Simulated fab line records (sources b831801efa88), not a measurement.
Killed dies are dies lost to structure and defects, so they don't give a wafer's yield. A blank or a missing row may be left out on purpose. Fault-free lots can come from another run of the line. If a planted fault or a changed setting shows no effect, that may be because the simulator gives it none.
Comparing a struck lot with a sound one    flow sky130    43 out of 708 route steps
Sound: these wafers, L192.2, L192.4, L192.6. Wafers struck: L206.1, L206.3, L206.5. The cause comes at the end.
Per side, at each step with rows, come the tool, then ch with its chambers, and then its first start. Under that, the readings that differ: sound wafers    struck wafers    difference of the means    sigmas: that difference in standard deviations of wafers without a fault.
alike: words and numbers the same on both sides, and readings whose means are apart by under 2 such deviations; not compared: readings that were withheld, readings missing a value for some wafer, numbers with overlapping values and no deviation given by the record, and bounds like >300 which may hide the same value.
A row with sigmas, a row that says differs or no value, or rows on one side alone: a step with any of these is where the two part. When numbers do not overlap yet have no deviation, they are printed without sigmas and do not part them. A reading missing from all wafers of one side parts the sides only when that side holds two or more wafers.

first, 7 steps without rows for these wafers: SKY_VIA1_ETCH_14 (etches BARC in N2/H2, stops on SiO2, time 45.9 s, target depth 60 nm); SKY_VIA1_ETCH_15 (etches SiO2 in C4F8/O2/Ar, stops on TiN, target depth 351 nm, time 54 s); SKY_VIA1_STRIP_16 (strips in O2/N2); SKY_VIA1_STRIP_17 (strips in post etch residue remover, time 1200 s); SKY_VIA1_CLEAN_18 (cleans in IPA, time 180 s); SKY_VIA1_CLEAN_19 (cleans in O3/DIW); SKY_VIA1_SPUTTER_20 (material TiN, target thk 20 nm, time 80 s).
SKY_VIA1_CVD_21: deposits W, target thk 270 nm, time 80.902 s.
  sound on cvd-w-01 ch 0,1, day 34 18:01; struck on cvd-w-01 ch 0, day 39 05:47
  alike: heater-power-w
SKY_VIA1_RS_MEAS_22: the measuring method here is four-point-probe.
  sound on film-metro-01 at day 34 18:08; struck on film-metro-01 at day 39 05:59
  alike: VIA1_W_RS
SKY_VIA1_THK_MEAS_23: measures by xrf.
  sound on film-metro-01 at day 34 18:14; struck on film-metro-01 at day 39 06:06
  alike: VIA1_W_THK
then, 2 steps without rows for these wafers: SKY_VIA1_CMP_24 (polishes, stops on SiO2, t overpolish 15 s, target thk 0 nm); SKY_METAL2_SPUTTER_00 (material Ti, target thk 15 nm, time 10 s).
SKY_METAL2_SPUTTER_01: material TiN, target thk 20 nm, time 16.7 s.
  sound on pvd-sputter-01 at day 34 18:37; struck on pvd-sputter-02 at day 39 07:49
  alike: throttle-valve-pct
then, 3 steps without rows for these wafers: SKY_METAL2_SPUTTER_02 (material AlCu, target thk 250 nm, time 13.3 s); SKY_METAL2_SPUTTER_03 (material Ti, target thk 5 nm, time 3.3 s); SKY_METAL2_SPUTTER_04 (material TiN, target thk 70 nm, time 58.3 s).
SKY_METAL2_RS_MEAS_05: the measuring method here is four-point-probe.
  sound on film-metro-04 at day 34 18:45; struck on film-metro-03 at day 39 07:56
  alike: METAL2_ALCU_RS
SKY_METAL2_THK_MEAS_06: measures by xrf.
  sound on film-metro-04 at day 34 18:52; struck on film-metro-03 at day 39 08:03
  alike: METAL2_ALCU_THK
then, 8 steps without rows for these wafers: SKY_METAL2_DEHYDRATE_07 (time 60 s); SKY_METAL2_HMDS_08 (prime time 60 s); SKY_METAL2_COAT_09 (resist thk 60 nm); SKY_METAL2_COAT_10 (resist thk 450 nm); SKY_METAL2_SOFTBAKE_11 (time 90 s); SKY_METAL2_EXPOSE_12 (exposes mask MM2, target cd 140 nm); SKY_METAL2_PEB_13; SKY_METAL2_DEVELOP_14 (develop time 60 s).
SKY_METAL2_CD_MEAS_15 targets a cd of 140 nm.
  sound on cd-sem-01 at day 35 21:19; struck on cd-sem-01 at day 40 09:10
reading     sound              struck             difference  sigmas
cd-nm (nm)  138.7 137.1 138.1  141.4 141.5 141.6  +3.5        +3
SKY_METAL2_OVL_MEAS_16:
  sound on overlay-02 at day 35 21:25; struck on overlay-01 at day 40 09:17
  alike: METAL2_OVL
then, 1 step without rows for these wafers: SKY_METAL2_DESCUM_17 (chemistry O2, time 8 s).
SKY_METAL2_ETCH_18: etches BARC in N2/H2, stops on SiO2, time 45.9 s, target depth 60 nm.
  sound on rie-metal-01 ch 1, day 35 21:29; struck on rie-metal-03 ch 0, day 40 09:21
  alike: drypump-motor-current-A, oes-product-au, throttle-valve-pct
  not compared: rf-hours-counter-h
SKY_METAL2_METAL_ETCH_19: etches the open film in Cl2/BCl3, stops on SiO2, target depth 360 nm, time 78 s.
  sound on rie-metal-01 ch 1, day 35 21:32; struck on rie-metal-03 ch 0, day 40 09:25
  alike: drypump-motor-current-A, oes-product-au, throttle-valve-pct
  not compared: rf-hours-counter-h
SKY_METAL2_STRIP_20: strips in O2/N2.
  sound on plasma-asher-03 ch 0,1, day 35 21:38; struck on plasma-asher-02 ch 0,1, day 40 09:30
reading                       sound              struck             difference  sigmas
oes-product-au (a.u.)         0.333 0.338 0.341  0.351 0.347 0.348  +0.011      +2
strip-time-to-endpoint-s (s)  2.62 2.61 2.60     2.79 2.77 2.76     +0.16       +3
  alike: drypump-motor-current-A
  not compared: rf-hours-counter-h
then, 4 steps without rows for these wafers: SKY_METAL2_STRIP_21 (strips in post etch residue remover, time 1200 s); SKY_METAL2_CLEAN_22 (cleans in IPA, time 180 s); SKY_METAL2_CLEAN_23 (cleans in O3/DIW); SKY_VIA2_HDPCVD_00 (deposits SiO2, target thk 1180 nm, time 196.7 s).
SKY_VIA2_THK_MEAS_01:
  sound on film-metro-03 at day 35 22:22; struck on film-metro-01 at day 40 10:14
  alike: VIA2_HDPCVD_THK
SKY_VIA2_CMP_02: polishes SiO2.
  sound on cmp-02 ch 0,1,3, day 35 22:31; struck on cmp-02 ch 0,1,2, day 40 10:24
  alike: motor-current-A
SKY_VIA2_BOW_MEAS_03:
  sound on film-metro-03 at day 35 22:44; struck on film-metro-03 at day 40 10:36
  alike: VIA2_BOW
then, 3 steps without rows for these wafers: SKY_VIA2_DEHYDRATE_04 (time 60 s); SKY_VIA2_HMDS_05 (prime time 60 s); SKY_VIA2_COAT_06 (resist thk 60 nm).
-- the record jumps here: 9 days lie between the struck wafers' starts before and after (it left off in module VIA2 and takes up again in module PAD_OPEN, whose first step shown is number 708 of the route) --
SKY_PAD_OPEN_PROBE_99:
  sound on prober-01 at day 46 10:52; struck on prober-01 at day 49 19:49
reading                                sound                    struck                  difference  sigmas
killed_at_M0_to_M3                     37 39 39                 63 75 83                +35         +6
killed-at-contacts                     25 35 33                 22 25 15                -10         -2
killed-at-front-end                    17 17 22                 9 11 9                  -9          -2
model.etest.nfet-g5v0d10v5.vt-v-range  0.01723 0.01205 0.01032  0.02072 0.02675 0.0178  +0.00856    
  alike: killed_at_M4_up, killed-at-other, killed-dies, killed-open, killed-short

== WHERE THEY PART ==
Last at SKY_PAD_OPEN_PROBE_99 as far as this record goes, first at SKY_METAL2_CD_MEAS_15.

WHY: what the simulator had put in
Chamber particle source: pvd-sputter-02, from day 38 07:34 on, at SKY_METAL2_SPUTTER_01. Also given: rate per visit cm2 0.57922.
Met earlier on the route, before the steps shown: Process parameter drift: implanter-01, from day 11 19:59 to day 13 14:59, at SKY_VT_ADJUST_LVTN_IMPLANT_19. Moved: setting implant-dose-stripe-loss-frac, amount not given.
